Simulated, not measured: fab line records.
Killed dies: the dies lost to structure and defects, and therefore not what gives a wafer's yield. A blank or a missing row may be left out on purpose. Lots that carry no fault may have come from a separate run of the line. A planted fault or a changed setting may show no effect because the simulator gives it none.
The tool behind it: which one?	flow gf180mcu	Sampling: 14 lots, 42 wafers, 2 of 602 route steps

== WHAT THE GAUGES SHOWED, per wafer ==
GF_V1_BOW_MEAS_05.
lot	measured	on	V1_BOW (um)
L947	day 16 22:40	filmMetro-01	76 88 81
L950	day 18 06:25	filmMetro-01	75 71 78
L952	day 19 01:54	filmMetro-01	87 90 89 - - -
L953	day 19 11:25	filmMetro-04	102 100 90 - - -
L959	day 21 15:08	filmMetro-04	80 87 85
L960	day 22 06:49	filmMetro-04	79 92 92
L962	day 22 19:58	filmMetro-04	85 86 78
L963	day 23 02:46	filmMetro-04	92 93 71
L964	day 23 09:11	filmMetro-04	88 81 94
L965	day 23 13:40	filmMetro-02	93 89 84
L966	day 24 01:49	filmMetro-04	82 92 91
L968	day 24 17:23	filmMetro-01	96 88 94
L969	day 25 01:14	filmMetro-01	82 77 88
L970	day 25 10:03	filmMetro-04	87 87 87

== WHICH TOOL RAN EACH LOT (tool, then ch and the chambers of the sampled wafers, then the start) ==
lot	GF_V1_CMP_04
L947	cmp-02 ch 0,1,3, day 16 22:25
L950	cmp-01 ch 0,1,2, day 18 06:10
L952	cmp-02 ch 0,1,3, day 19 01:36
L953	cmp-02 ch 0,2, day 19 11:10
L959	cmp-02 ch 0,1,3, day 21 14:56
L960	cmp-01 ch 0,2, day 22 06:32
L962	cmp-02 ch 0,1,3, day 22 19:38
L963	cmp-02 ch 0,1,2, day 23 02:27
L964	cmp-01 ch 2,3, day 23 08:56
L965	cmp-02 ch 0,1,2, day 23 13:22
L966	cmp-02 ch 0,3, day 24 01:28
L968	cmp-02 ch 1,2,3, day 24 17:04
L969	cmp-02 ch 1,3, day 25 00:56
L970	cmp-02 ch 0,2,3, day 25 09:48
- GF_V1_CMP_04: polishes SiO2.

== AS READ BY THE TOOLS THEMSELVES (means over the sampled wafers that have a number; for cases with no such wafer, the mark the record gives instead) ==
GF_V1_CMP_04.
lot	tool	edgeZonePressureFrac	headPressurePsi (psi)	motorCurrentA (A)	slurryFilterDpKPa (kPa)	timeToEndpointS (s)
L947	cmp-02	1.003	3.996	12.6	13.54	79
L950	cmp-01	0.999	4.001	12.0	13.45	79
L952	cmp-02	-	-	-	-	-
L953	cmp-02	-	-	-	-	-
L959	cmp-02	0.999	3.999	12.4	13.43	88
L960	cmp-01	0.996	3.999	12.3	13.49	82
L962	cmp-02	0.998	3.997	12.6	13.44	84
L963	cmp-02	0.998	4.000	12.6	13.59	84
L964	cmp-01	1.001	3.994	11.8	13.42	83
L965	cmp-02	0.998	4.004	12.0	13.46	74
L966	cmp-02	0.998	4.001	12.5	13.55	85
L968	cmp-02	0.998	4.006	12.5	13.49	84
L969	cmp-02	0.997	4.005	12.2	13.63	82
L970	cmp-02	1.000	3.996	12.5	13.59	75

== THE ANSWER, worked out from the rows above alone ==
Rule: what is usual is taken from the lots themselves. The widest of any qualifying gaps counts: lots, ordered by their means at a reading, are off when they make up no more than a third of the lots, leave a main group of 4 or more, and stand apart from it by 3 or more times the standard deviation of that group's means. Not used: any main group whose means are identical at the precision the tables above print for the reading. A lot without any number at a reading at which 4 lots or more have one is off too. The other lots that the step has rows for count as sound. First the gauges in route order, then the tools' own readings, where a lot's mean is used as printed above. At the first step where some lot is off, the reading lying furthest off is the one used; lots without a number count as furthest.
Off at GF_V1_CMP_04 (edgeZonePressureFrac): L952, L953. Without a number there: L952, L953. For the main group the mean is 0.999 and the standard deviation 0.0018.
If a tool, at that step or one of the process steps before it, ran each lot that is off and ran no sound lot following the first of them, it fits. Not one of the candidates tried fits.

== WHAT THE SIMULATOR PUT IN ==
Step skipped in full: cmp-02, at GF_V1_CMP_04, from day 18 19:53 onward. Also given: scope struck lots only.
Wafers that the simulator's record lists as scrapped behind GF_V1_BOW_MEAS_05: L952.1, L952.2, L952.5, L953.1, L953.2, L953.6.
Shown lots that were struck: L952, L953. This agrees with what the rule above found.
